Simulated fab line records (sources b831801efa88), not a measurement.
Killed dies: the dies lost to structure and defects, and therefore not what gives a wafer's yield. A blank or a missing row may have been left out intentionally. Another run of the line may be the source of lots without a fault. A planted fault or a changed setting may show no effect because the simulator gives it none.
Shared-tool check -- flow sky130 -- 39 wafers sampled across 13 lots

## WHY THIS WAS OPENED
Of 13 lots, 2 have the reading LDD_P_TW flagged at SKY_LDD_P_TW_MEAS_11. Fault-free wafers read 634, with a standard deviation of 7.4.
Rule: flag the lot when none of its wafers has a number, or when each of its wafers that has one lies beyond 4 standard deviations from that mean. The other lots count as sound.

lot,measured,on,"LDD_P_TW, wafer by wafer",flag
L827,day 19 13:28,film metro-02,634 629 629,
L830,day 20 12:23,film metro-02,633 632 634,
L831,day 20 21:40,film metro-04,625 627 624,
L832,day 21 04:01,film metro-04,633 632 626,
L834,day 22 02:20,film metro-03,646 644 644,
L835,day 22 14:28,film metro-03,640 643 643,
L836,day 22 19:32,film metro-02,631 634 631,
L838,day 23 15:28,film metro-02,630 630 630,
L839,day 24 03:35,film metro-04,625 621 620,
L840,day 24 05:13,film metro-04,622 621 626,
L841,day 24 19:28,film metro-03,637 638 638,
L843,day 25 03:53,film metro-03,322 317 315,FLAGGED
L845,day 25 13:10,film metro-03,313 317 319,FLAGGED
Average over the flagged lots: 317; offset from the usual -317, equal to -43 standard deviations.

## EACH LOT AND THE TOOL IT RAN ON
The record keeps 1 process step preceding the reading, out of 708 steps on the route. Each cell gives the tool, then ch followed by the chambers the sampled wafers passed through, then the start.
lot,flag,SKY_LDD_P_IMPLANT_09
L827,,"implanter-02 ch 0, day 19 13:13"
L830,,"implanter-02 ch 0, day 20 12:08"
L831,,"implanter-01 ch 0, day 20 21:28"
L832,,"implanter-02 ch 0, day 21 03:46"
L834,,"implanter-02 ch 0, day 22 02:05"
L835,,"implanter-04 ch 0, day 22 14:16"
L836,,"implanter-04 ch 0, day 22 19:19"
L838,,"implanter-02 ch 0, day 23 15:14"
L839,,"implanter-01 ch 0, day 24 03:22"
L840,,"implanter-02 ch 0, day 24 04:58"
L841,,"implanter-04 ch 0, day 24 19:14"
L843,FLAGGED,"implanter-01 ch 0, day 25 03:40"
L845,FLAGGED,"implanter-01 ch 0, day 25 12:56"
What these steps do:
- SKY_LDD_P_IMPLANT_09
- SKY_LDD_P_TW_MEAS_11

## FLAGGED OVER TOTAL, TOOL BY TOOL (the gauges that took the reading come last)
step,tool,lots run,flagged,share of the flagged lots,sound lots run after its first flagged lot
SKY_LDD_P_IMPLANT_09,implanter-01,4,2,all,0
SKY_LDD_P_IMPLANT_09,implanter-02,6,0,none,-
SKY_LDD_P_IMPLANT_09,implanter-04,3,0,none,-
SKY_LDD_P_TW_MEAS_11,film metro-02,4,0,none,-
SKY_LDD_P_TW_MEAS_11,film metro-03,5,2,all,0
SKY_LDD_P_TW_MEAS_11,film metro-04,4,0,none,-

## THE TABLE: WHAT IT ALLOWS
2 rows of the table ran every flagged lot: implanter-01 at SKY_LDD_P_IMPLANT_09, film metro-03 at SKY_LDD_P_TW_MEAS_11.
- implanter-01 at SKY_LDD_P_IMPLANT_09: 2 of its 4 lots flagged. It ran its last sound lot, L839, at day 24 03:22 and its first flagged lot, L843, at day 25 03:40: a fault with its onset between the two fits. Its own readings (dose ions cm2, faraday current uA) fall more than 4 standard deviations out on all wafers of the flagged lots.
- film metro-03 at SKY_LDD_P_TW_MEAS_11: 2 of its 5 lots flagged. It ran its last sound lot, L841, at day 24 19:28 and its first flagged lot, L843, at day 25 03:53: a fault with its onset between the two fits.
Because each of these 2 tools fits a fault that began at some hour, counting lots does not separate them. More lots, or a look at what each step does to the wafer, might.

## WHAT HAD BEEN PUT IN BY THE SIMULATOR
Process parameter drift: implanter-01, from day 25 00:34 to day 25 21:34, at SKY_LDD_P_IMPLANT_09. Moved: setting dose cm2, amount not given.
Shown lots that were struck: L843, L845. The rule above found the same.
